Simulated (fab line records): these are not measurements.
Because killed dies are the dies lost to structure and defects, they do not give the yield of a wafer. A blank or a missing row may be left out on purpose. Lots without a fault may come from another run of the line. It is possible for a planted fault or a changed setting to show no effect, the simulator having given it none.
A lot that was struck, set against a sound lot | flow sfq_line | 26 steps out of a route of 325
Sound: these wafers, L391.2, L391.3, L391.4. Wafers L397.4, L397.6 were the ones struck. The cause comes at the end.
Order at every step that has rows: each side's tool, ch and its chambers, its first start. Under that, the readings that differ: sound wafers | struck wafers | difference of the means | sigmas: that difference in standard deviations of wafers without a fault.
alike: same words and numbers on both sides, and readings whose means sit less than 2 such deviations apart. not compared: any withheld reading, any reading some wafer has no value for, any bound like >300 that may hide the same value, and any number with overlapping values for which the record gives no deviation.
A row with sigmas, a row that says differs or no value, or rows on one side alone: a step with any of these is where the two part. Numbers that don't overlap but have no deviation are shown without sigmas and don't part them. Lack of a reading on every wafer of one side parts them only where that side has two or more wafers.

SFQ_L0_RS_MEAS_901: measures by four-point-probe.
  sound: film_metro-02 at day 2 03:35; struck: film_metro-01 at day 3 09:37
  alike: L0_MONX_KI_RS
SFQ_L0_THK_MEAS_902: measures by xrf.
  sound: film_metro-02 at day 2 03:41; struck: film_metro-01 at day 3 09:43
  reading             | sound          | struck    | difference | sigmas
  L0_MONX_KI_THK (nm) | 41.8 41.6 41.5 | 41.0 40.7 | -0.8       | -2
then, 6 steps without rows for these wafers: SFQ_TRILAYER_L0_LITHO_COAT_010 (resist thk 62 nm); SFQ_TRILAYER_L0_LITHO_COAT_005 (resist thk 600 nm); SFQ_TRILAYER_L0_LITHO_SOFTBAKE_009; SFQ_TRILAYER_L0_LITHO_EXPOSE_006 (exposes mask L0, target cd 2000 nm); SFQ_TRILAYER_L0_LITHO_PEB_008 (peb time 60 s); SFQ_TRILAYER_L0_LITHO_DEVELOP_007 (time 60 s).
-- the record jumps here: 3 days lie between the struck wafers' starts before and after --
SFQ_TRILAYER_L0_BARC_OPEN_METAL_ETCH_010: etches BARC in O2, target depth 125 nm, time 41.7 s.
  sound on rie_metal-01 ch 0,1, day 4 15:58; struck on rie_metal-01 ch 1, day 6 10:19
  alike: drypump_motor_current_A, oes_product_au
  not compared: rf_hours_counter_h
SFQ_TRILAYER_L0_ETCH_METAL_ETCH_008: etches MoNx KI in SF6/O2, stops on SiO2, target depth 50 nm, time 25 s.
  sound on rie_metal-01 ch 0,1, day 4 16:01; struck on rie_metal-01 ch 1, day 6 10:22
  alike: drypump_motor_current_A, oes_product_au
  not compared: rf_hours_counter_h
SFQ_TRILAYER_L0_STRIP_STRIP_009: strips in O2.
  sound on rie_metal-01 ch 0,1, day 4 16:04; struck on rie_metal-01 ch 1, day 6 10:36
  alike: drypump_motor_current_A, oes_product_au, platen_temp_c
  not compared: rf_hours_counter_h
then, 1 step without rows for these wafers: SFQ_TRILAYER_L0_STRIP_SOLV_CLEAN_010 (cleans in NMP, time 600 s).
SFQ_TRILAYER_L0_CAP_PECVD_011: deposits SiO2 from SiH4/N2O, time 13.333 s, target thk 60 nm.
  sound on pecvd-03 ch 0,2, day 4 16:50; struck on pecvd-01 ch 0,2, day 6 11:11
  reading                                             | sound             | struck      | difference | sigmas
  model.SiO2_of_TRILAYER_L0_CAP_PECVD_011.thk_nm (nm) | 58.67 59.67 59.32 | 55.96 55.17 | -3.66      |
  alike: heater_power_w, throttle_valve_pct
  not compared: since_wet_clean_h
then, 6 steps without rows for these wafers: SFQ_TRILAYER_L0_VIA_LITHO_COAT_018 (resist thk 62 nm); SFQ_TRILAYER_L0_VIA_LITHO_COAT_013 (resist thk 650 nm); SFQ_TRILAYER_L0_VIA_LITHO_SOFTBAKE_017; SFQ_TRILAYER_L0_VIA_LITHO_EXPOSE_014 (exposes mask L0V, target cd 700 nm); SFQ_TRILAYER_L0_VIA_LITHO_PEB_016 (peb time 60 s); SFQ_TRILAYER_L0_VIA_LITHO_DEVELOP_015 (time 60 s).
-- the record jumps here: 4 days lie between the struck wafers' starts before and after --
SFQ_L0V_OVL_MEAS_903:
  sound: overlay-01 at day 8 09:20; struck: overlay-01 at day 10 10:32
  reading      | sound     | struck | difference | sigmas
  L0V_OVL (nm) | -13 -1 -7 | 10 4   | +14        | +3
then, 1 step without rows for these wafers: SFQ_TRILAYER_L0_VIA_BARC_OPEN_VIA_ETCH_021 (etches BARC in O2, target depth 125 nm, time 41.7 s).
SFQ_TRILAYER_L0_VIA_ETCH_VIA_ETCH_016: etches SiO2 in CHF3, stops on MoNx KI, target depth 80 nm.
  sound on rie_diel-01 ch 0,2,3, day 8 09:24; struck on rie_diel-02 ch 0,2, day 10 10:38
  reading                         | sound             | struck      | difference | sigmas
  oes_product_au (a.u.)           | 0.834 0.842 0.839 | 0.815 0.802 | -0.030     | -4
  model.L0V.feature_depth_nm (nm) | 58.67 59.67 59.32 | 55.96 55.17 | -3.66      |
  model.etch.depth_nm (nm)        | 58.67 59.67 59.32 | 55.96 55.17 | -3.66      |
  alike: drypump_motor_current_A
SFQ_TRILAYER_L0_VIA_STRIP_STRIP_017: strips in O2.
  sound on rie_metal-04 ch 0,1, day 8 09:27; struck on rie_metal-04 ch 0, day 10 10:51
  alike: drypump_motor_current_A, oes_product_au, platen_temp_c
  not compared: rf_hours_counter_h
then, 1 step without rows for these wafers: SFQ_TRILAYER_L0_VIA_STRIP_SOLV_CLEAN_018 (cleans in NMP, time 600 s).
SFQ_TRILAYER_M0_DEP_PRE_CLEAN_020: time 15 s.
  sound: pvd_sputter-04 at day 8 10:14; struck: pvd_sputter-04 at day 10 11:25
  reading                                             | sound             | struck      | difference | sigmas
  model.SiO2_of_TRILAYER_L0_CAP_PECVD_011.thk_nm (nm) | 53.67 54.67 54.32 | 50.96 50.17 | -3.66      |
SFQ_TRILAYER_M0_DEP_SPUTTER_019: material Nb, target thk 200 nm, time 133.3 s.
  sound: pvd_sputter-04 at day 8 10:16; struck: pvd_sputter-04 at day 10 11:27
  alike: chamber_pressure_pa, throttle_valve_pct

== WHERE THEY PART ==
First at SFQ_L0_THK_MEAS_902; last, within this record, at SFQ_TRILAYER_L0_VIA_ETCH_VIA_ETCH_016. Later steps at which nothing parts them and some readings are alike: SFQ_TRILAYER_L0_VIA_STRIP_STRIP_017, SFQ_TRILAYER_M0_DEP_SPUTTER_019.

WHY: what had been put in by the simulator
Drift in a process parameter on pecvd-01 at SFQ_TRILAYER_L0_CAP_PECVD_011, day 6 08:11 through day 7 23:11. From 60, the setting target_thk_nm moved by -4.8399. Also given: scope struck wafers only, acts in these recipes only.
